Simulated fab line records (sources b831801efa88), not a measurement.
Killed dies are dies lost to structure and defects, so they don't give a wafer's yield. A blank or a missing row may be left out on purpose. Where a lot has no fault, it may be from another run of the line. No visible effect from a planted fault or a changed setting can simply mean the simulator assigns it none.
Chamber matching	flow sky130	rie-diel-04 running SKY_FIELD_ISO_ETCH_15: 4 sister chambers
The step etches the open film in CHF3/O2, stops on Si, target depth 180 nm, time 72 s. 4 wafers are shown with their chamber, then 7 later ones without.

## WAFERS, EACH WITH ITS CHAMBER
wafer	chamber	O2_flow_sccm (sccm)
L307.3	2	4.999
L307.6	3	5.003
L311.4	1	5.026
L313.4	0	5.008

## WAFERS WITHOUT THEIR CHAMBER
wafer	O2_flow_sccm (sccm)
L313.6	4.985
L315.2	4.995
L315.3	5.005
L315.5	4.989
L317.1	4.994
L317.4	5.013
L317.5	4.991

## WHICH CHAMBER EACH ONE RAN IN
wafer	from the rows above	in truth
L313.6	can't be placed: 2 or 3 or 0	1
L315.2	can't be placed: 2 or 3 or 0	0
L315.3	can't be placed: 3 or 0 or 2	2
L315.5	can't be placed: 2 or 3 or 0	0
L317.1	can't be placed: 2 or 3 or 0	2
L317.4	can't be placed: 0 or 3 or 1 or 2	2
L317.5	can't be placed: 2 or 3 or 0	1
Placed correctly: 0 of 7. Can't be placed from these rows: 7 (the true chamber is among the candidates in 5). Number placed wrongly: 0.
How it was worked out, from the rows above alone: a wafer's distance from a chamber is the root of the sum, over the readings, of the square of ((its reading less the chamber's mean) divided by the reading's scatter). The wafer belongs to the nearest chamber; if the next one is less than 2 further off, it can't be placed. Each chamber's mean is taken over the wafers shown for it. The scatter: with one shown wafer a chamber, the root of the mean of the squares of how far each hidden wafer lies from its nearest shown one.
